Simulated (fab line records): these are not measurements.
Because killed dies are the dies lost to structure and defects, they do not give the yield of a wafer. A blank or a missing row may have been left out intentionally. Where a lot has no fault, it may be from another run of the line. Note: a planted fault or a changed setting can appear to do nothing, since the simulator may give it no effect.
Which tool was responsible? -- flow sky130 -- 30 wafers from 10 lots sampled at 2 of the route's 708 steps

== WHAT THE GAUGES READ, wafer by wafer ==
SKY_SPACER_THK_MEAS_01.
lot,measured,on,SPACER_CVD_00_THK (nm)
L591,day 23 18:01,film metro-01,42.7 42.2 42.5
L595,day 25 12:04,film metro-02,43.6 43.5 43.5
L598,day 26 03:22,film metro-01,43.3 42.8 43.0
L601,day 27 03:55,film metro-01,42.8 43.0 42.5
L604,day 27 21:25,film metro-01,42.4 42.5 42.3
L607,day 29 02:32,film metro-02,42.4 42.1 42.5
L608,day 29 08:56,film metro-03,43.3 42.8 43.1
L609,day 30 00:38,film metro-01,48.8 48.7 48.8 48.8 48.7 48.7
L610,day 30 02:53,film metro-03,48.4 48.2 48.5 48.4 48.2 48.5
L611,day 30 06:30,film metro-01,48.4 49.0 48.4 48.5 49.1 48.4

== WHAT TOOL EACH LOT RAN ON (gives the tool, then ch and the chambers of the sampled wafers, and finally the start) ==
lot,SKY_SPACER_CVD_00
L591,"lpcvd-02 ch 0, day 23 16:12"
L595,"lpcvd-02 ch 1, day 25 10:51"
L598,"lpcvd-02 ch 1, day 26 02:09"
L601,"lpcvd-02 ch 0, day 27 02:42"
L604,"lpcvd-02 ch 0, day 27 20:11"
L607,"lpcvd-02 ch 0, day 29 01:19"
L608,"lpcvd-02 ch 0, day 29 07:43"
L609,"lpcvd-02 ch 1, day 29 23:25"
L610,"lpcvd-02 ch 0, day 30 01:40"
L611,"lpcvd-02 ch 0, day 30 05:17"
- SKY_SPACER_CVD_00: deposits Si3N4 from DCS/NH3, target thk 43.1 nm, time 740 s.

== THE ANSWER, worked out from the rows above alone ==
Rule: usual is defined by the lots themselves. Put in order of their means at a reading, lots are off if they are a third of the lots or fewer, leave a main group of 4 or more, and stand apart from it by a gap of 3 or more times the standard deviation of the main group's means; of several such gaps the widest counts. A main group whose means are all the same, to the digits that the tables above print for the reading, isn't used. A lot without any number at a reading at which 4 lots or more have one is off too. The other lots that the step has rows for count as sound.
Off: L609, L610, L611, at SKY_SPACER_THK_MEAS_01 (SPACER_CVD_00_THK). For the main group the mean is 42.8 nm and the standard deviation 0.41.
If a tool, at a process step before that reading, ran all the lots that are off and no sound lot after the first of them, it fits. The gauges at SKY_SPACER_THK_MEAS_01 are tried like those tools. One candidate fits, namely lpcvd-02 at SKY_SPACER_CVD_00. Its last sound lot is L608 (day 29 07:43), its first lot that is off L609 (day 29 23:25): a fault that began between those two fits.

== WHAT THE SIMULATOR PUT IN ==
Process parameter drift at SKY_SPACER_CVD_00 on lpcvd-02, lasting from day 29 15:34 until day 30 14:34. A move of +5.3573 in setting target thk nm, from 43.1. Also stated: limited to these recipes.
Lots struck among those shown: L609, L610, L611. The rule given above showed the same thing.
